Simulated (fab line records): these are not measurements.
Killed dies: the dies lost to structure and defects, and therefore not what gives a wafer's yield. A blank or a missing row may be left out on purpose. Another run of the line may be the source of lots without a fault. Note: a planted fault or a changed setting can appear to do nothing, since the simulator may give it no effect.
Which tool did it?	flow sky130	Sampling: 24 lots, 72 wafers, 6 of 708 route steps

== WHAT EACH GAUGE READ, for each wafer ==
SKY_METAL2_THK_MEAS_06: measures by xrf.
lot	measured	on	METAL2_ALCU_THK (nm)
L074	day 34 22:30	film_metro-01	250.6 245.0 248.6
L075	day 35 05:38	film_metro-01	251.2 246.0 246.2
L076	day 35 16:04	film_metro-02	253.4 252.7 253.5
L077	day 35 23:53	film_metro-02	250.8 249.7 249.4
L078	day 36 09:10	film_metro-02	252.7 251.6 251.6
L079	day 36 12:34	film_metro-02	253.6 254.1 253.1
L080	day 36 20:11	film_metro-02	252.6 250.4 248.8
L081	day 37 05:26	film_metro-01	251.8 252.7 250.6
L082	day 37 14:45	film_metro-01	243.7 242.8 244.7
L083	day 37 18:02	film_metro-02	253.1 254.2 253.8
L084	day 38 01:28	film_metro-03	250.3 249.5 250.0
L085	day 38 14:20	film_metro-01	253.1 247.8 249.8
L086	day 38 16:33	film_metro-02	249.0 249.6 250.8
L087	day 39 05:23	film_metro-01	251.3 253.4 254.0
L088	day 39 07:25	film_metro-01	248.9 250.8 247.1
L089	day 39 14:40	film_metro-01	249.8 248.4 246.3
L090	day 39 16:54	film_metro-03	250.4 254.8 249.9
L091	day 40 04:41	film_metro-03	253.6 257.3 255.9
L092	day 40 17:01	film_metro-02	247.6 246.7 249.3
L093	day 40 18:15	film_metro-03	253.4 250.7 252.3
L094	day 40 21:15	film_metro-01	252.2 252.1 253.2
L095	day 41 03:47	film_metro-02	246.2 248.5 247.0
L096	day 41 14:22	film_metro-01	253.4 254.6 250.4
L097	day 41 22:33	film_metro-01	252.3 248.9 252.3

SKY_VIA3_THK_MEAS_01.
lot	measured	on	VIA3_HDPCVD_THK (nm)
L074	day 39 13:25	film_metro-01	1569 1631 1603
L075	day 39 20:36	film_metro-04	1634 1631 1621
L076	day 40 05:07	film_metro-01	1637 1625 1636
L077	day 40 12:04	film_metro-03	1646 1630 1636
L078	day 40 22:35	film_metro-03	1666 1649 1644
L079	day 41 01:22	film_metro-04	1613 1622 1639
L080	day 41 06:06	film_metro-04	1648 1654 1642
L081	day 41 17:14	film_metro-03	1617 1637 1628
L082	day 42 00:42	film_metro-04	1627 1609 1632
L083	day 42 04:45	film_metro-01	1622 1644 1621
L084	day 42 10:55	film_metro-03	1608 1616 1637
L085	day 42 23:08	film_metro-01	1623 1624 1620
L086	day 43 01:26	film_metro-03	1614 1602 1619
L087	day 43 11:15	film_metro-01	1628 1627 1611
L088	day 43 13:20	film_metro-04	1623 1617 1622
L089	day 43 20:46	film_metro-03	1642 1653 1662
L090	day 43 22:59	film_metro-03	1630 1647 1638
L091	day 44 07:58	film_metro-04	1637 1647 1594
L092	day 44 20:47	film_metro-01	1639 1631 1634
L093	day 44 22:44	film_metro-01	1659 1644 1646
L094	day 45 01:51	film_metro-01	1635 1626 1608
L095	day 45 06:38	film_metro-04	1641 1630 1635
L096	day 45 15:53	film_metro-01	1644 1650 1651
L097	day 45 22:34	film_metro-01	1641 1632 1632

SKY_VIA4_BOW_MEAS_03.
lot	measured	on	VIA4_BOW (um)
L074	day 42 21:14	film_metro-01	80 79 85
L075	day 43 03:22	film_metro-01	77 92 79
L076	day 43 09:40	film_metro-04	79 87 66
L077	day 43 17:23	film_metro-01	69 80 90
L078	day 44 03:56	film_metro-01	78 68 70
L079	day 44 05:17	film_metro-01	71 84 70
L080	day 44 09:14	film_metro-04	76 68 82
L081	day 44 20:37	film_metro-04	83 80 78
L082	day 45 04:05	film_metro-04	87 89 90
L083	day 45 08:13	film_metro-04	93 85 81
L084	day 45 13:27	film_metro-02	80 93 80
L085	day 45 22:43	film_metro-04	77 87 77
L086	day 46 01:40	film_metro-04	78 79 92
L087	day 46 10:28	film_metro-01	63 65 71
L088	day 46 12:11	film_metro-02	97 83 91
L089	day 46 19:06	film_metro-04	73 81 94
L090	day 46 22:22	film_metro-04	85 69 68
L091	day 47 07:10	film_metro-02	86 84 85
L092	day 47 16:35	film_metro-02	87 102 83
L093	day 47 19:40	film_metro-04	74 80 94
L094	day 47 21:49	film_metro-04	74 73 65
L095	day 48 03:04	film_metro-02	81 77 79
L096	day 48 11:24	film_metro-02	69 75 81
L097	day 48 17:52	film_metro-02	70 89 73

SKY_VIA4_RS_MEAS_19: measures by four-point-probe.
lot	measured	on	VIA4_W_RS (ohm/sq)
L074	day 43 20:39	film_metro-04	0.2312 0.2332 0.2283
L075	day 44 03:28	film_metro-02	0.2289 0.2285 0.2267
L076	day 44 09:52	film_metro-04	0.2361 0.2316 0.2341
L077	day 44 17:14	film_metro-01	0.2233 0.2220 0.2234
L078	day 45 03:22	film_metro-04	0.2303 0.2291 0.2252
L079	day 45 05:21	film_metro-02	0.2308 0.2307 0.2346
L080	day 45 08:32	film_metro-01	0.2317 0.2311 0.2325
L081	day 45 18:20	film_metro-02	0.2311 0.2280 0.2278
L082	day 46 03:01	film_metro-02	0.2308 0.2284 0.2321
L083	day 46 06:35	film_metro-01	0.2319 0.2270 0.2271
L084	day 46 11:53	film_metro-02	0.2266 0.2238 0.2283
L085	day 46 20:55	film_metro-02	0.2259 0.2247 0.2264
L086	day 46 23:07	film_metro-04	0.2233 0.2283 0.2292
L087	day 47 08:27	film_metro-02	0.2270 0.2281 0.2270
L088	day 47 09:27	film_metro-02	0.2289 0.2265 0.2247
L089	day 47 16:50	film_metro-01	0.2289 0.2302 0.2274
L090	day 47 18:52	film_metro-02	0.2278 0.2289 0.2298
L091	day 48 04:12	film_metro-02	0.2309 0.2260 0.2307
L092	day 48 13:02	film_metro-04	0.2301 0.2233 0.2307
L093	day 48 16:09	film_metro-02	0.2286 0.2309 0.2289
L094	day 48 17:46	film_metro-04	0.2259 0.2267 0.2305
L095	day 48 23:14	film_metro-04	0.2289 0.2239 0.2271
L096	day 49 06:56	film_metro-04	0.2269 0.2287 0.2267
L097	day 49 14:11	film_metro-01	0.2326 0.2287 0.2271

== EACH LOT AND THE TOOL THAT RAN IT (in order: tool; ch and the chambers of the sampled wafers; start) ==
lot	SKY_METAL4_SPUTTER_03	SKY_METAL4_SPUTTER_04
L074	pvd_sputter-01, day 40 17:09	pvd_sputter-01, day 40 17:10
L075	pvd_sputter-01, day 40 23:30	pvd_sputter-01, day 40 23:31
L076	pvd_sputter-03, day 41 07:54	pvd_sputter-03, day 41 07:55
L077	pvd_sputter-04, day 41 14:40	pvd_sputter-04, day 41 14:41
L078	pvd_sputter-04, day 42 01:26	pvd_sputter-04, day 42 01:26
L079	pvd_sputter-04, day 42 03:20	pvd_sputter-04, day 42 03:22
L080	pvd_sputter-03, day 42 08:37	pvd_sputter-03, day 42 08:38
L081	pvd_sputter-04, day 42 20:13	pvd_sputter-04, day 42 20:14
L082	pvd_sputter-01, day 43 02:40	pvd_sputter-01, day 43 02:41
L083	pvd_sputter-01, day 43 07:28	pvd_sputter-01, day 43 07:29
L084	pvd_sputter-01, day 43 13:03	pvd_sputter-01, day 43 13:04
L085	pvd_sputter-01, day 44 00:18	pvd_sputter-01, day 44 00:19
L086	pvd_sputter-03, day 44 02:08	pvd_sputter-03, day 44 02:10
L087	pvd_sputter-01, day 44 11:55	pvd_sputter-01, day 44 11:56
L088	pvd_sputter-03, day 44 13:49	pvd_sputter-03, day 44 13:50
L089	pvd_sputter-01, day 44 22:10	pvd_sputter-01, day 44 22:11
L090	pvd_sputter-01, day 45 00:26	pvd_sputter-01, day 45 00:27
L091	pvd_sputter-04, day 45 09:43	pvd_sputter-04, day 45 09:44
L092	pvd_sputter-04, day 45 19:52	pvd_sputter-04, day 45 19:53
L093	pvd_sputter-03, day 45 22:23	pvd_sputter-03, day 45 22:23
L094	pvd_sputter-03, day 46 01:31	pvd_sputter-03, day 46 01:32
L095	pvd_sputter-03, day 46 06:58	pvd_sputter-03, day 46 06:59
L096	pvd_sputter-04, day 46 15:22	pvd_sputter-04, day 46 15:23
L097	pvd_sputter-03, day 46 22:45	pvd_sputter-03, day 46 22:46
- SKY_METAL4_SPUTTER_03: material Ti, target thk 5 nm, time 3.3 s.
- SKY_METAL4_SPUTTER_04: material TiN, target thk 70 nm, time 58.3 s.

== WHAT THE TOOLS THEMSELVES READ (means of the sampled wafers that have a number; where no wafer has one, the mark that the record gives instead) ==
SKY_METAL4_SPUTTER_03.
lot	tool	cathode_dc_power_W (W)	throttle_valve_pct (%)
L074	pvd_sputter-01	3000.0	30.3
L075	pvd_sputter-01	3000.0	29.5
L076	pvd_sputter-03	2999.8	29.6
L077	pvd_sputter-04	2999.8	30.6
L078	pvd_sputter-04	3000.2	31.3
L079	pvd_sputter-04	3000.3	30.7
L080	pvd_sputter-03	3000.1	29.5
L081	pvd_sputter-04	2999.9	30.5
L082	pvd_sputter-01	3000.4	29.4
L083	pvd_sputter-01	3000.5	30.4
L084	pvd_sputter-01	3000.4	30.3
L085	pvd_sputter-01	2999.3	30.4
L086	pvd_sputter-03	2999.9	29.6
L087	pvd_sputter-01	2999.8	29.3
L088	pvd_sputter-03	2999.9	29.5
L089	pvd_sputter-01	3000.2	30.5
L090	pvd_sputter-01	3000.1	30.4
L091	pvd_sputter-04	2999.9	30.5
L092	pvd_sputter-04	3000.0	30.7
L093	pvd_sputter-03	3000.3	29.8
L094	pvd_sputter-03	3000.0	29.9
L095	pvd_sputter-03	2999.7	28.7
L096	pvd_sputter-04	3000.1	30.3
L097	pvd_sputter-03	3000.5	28.7

SKY_METAL4_SPUTTER_04.
lot	tool	cathode_dc_power_W (W)	throttle_valve_pct (%)
L074	pvd_sputter-01	6499.5	30.4
L075	pvd_sputter-01	6499.6	29.4
L076	pvd_sputter-03	6500.9	29.3
L077	pvd_sputter-04	6501.1	30.7
L078	pvd_sputter-04	6501.1	31.2
L079	pvd_sputter-04	6501.7	30.7
L080	pvd_sputter-03	6499.3	29.5
L081	pvd_sputter-04	6501.0	30.5
L082	pvd_sputter-01	6500.0	29.8
L083	pvd_sputter-01	6500.1	30.5
L084	pvd_sputter-01	6500.5	30.4
L085	pvd_sputter-01	6498.5	30.5
L086	pvd_sputter-03	6500.3	29.5
L087	pvd_sputter-01	6499.7	29.3
L088	pvd_sputter-03	6499.1	29.4
L089	pvd_sputter-01	6499.8	30.4
L090	pvd_sputter-01	6499.3	30.3
L091	pvd_sputter-04	6499.2	30.5
L092	pvd_sputter-04	6499.1	30.6
L093	pvd_sputter-03	6499.3	29.9
L094	pvd_sputter-03	6500.4	29.8
L095	pvd_sputter-03	6499.2	28.5
L096	pvd_sputter-04	6500.6	30.5
L097	pvd_sputter-03	6499.5	28.4

== THE ANSWER, worked out from the rows above alone ==
Rule: the lots themselves supply what counts as usual. Put in order of their means at a reading, lots are off if they are a third of the lots or fewer, leave a main group of 4 or more, and stand apart from it by a gap of 3 or more times the standard deviation of the main group's means; of several such gaps the widest counts. A main group whose means are all the same, to the digits that the tables above print for the reading, isn't used. A lot without any number at a reading at which 4 lots or more have one is off too. The other lots that the step has rows for count as sound. Order of review: gauges by route order, followed by the tools' own readings, for which a lot's mean as printed above is used. At the first step where some lot is off, the reading lying furthest off is the one used; lots without a number count as furthest.
Nothing can be told from this: no lot is off at any reading shown.

== WHAT HAD BEEN PUT IN BY THE SIMULATOR ==
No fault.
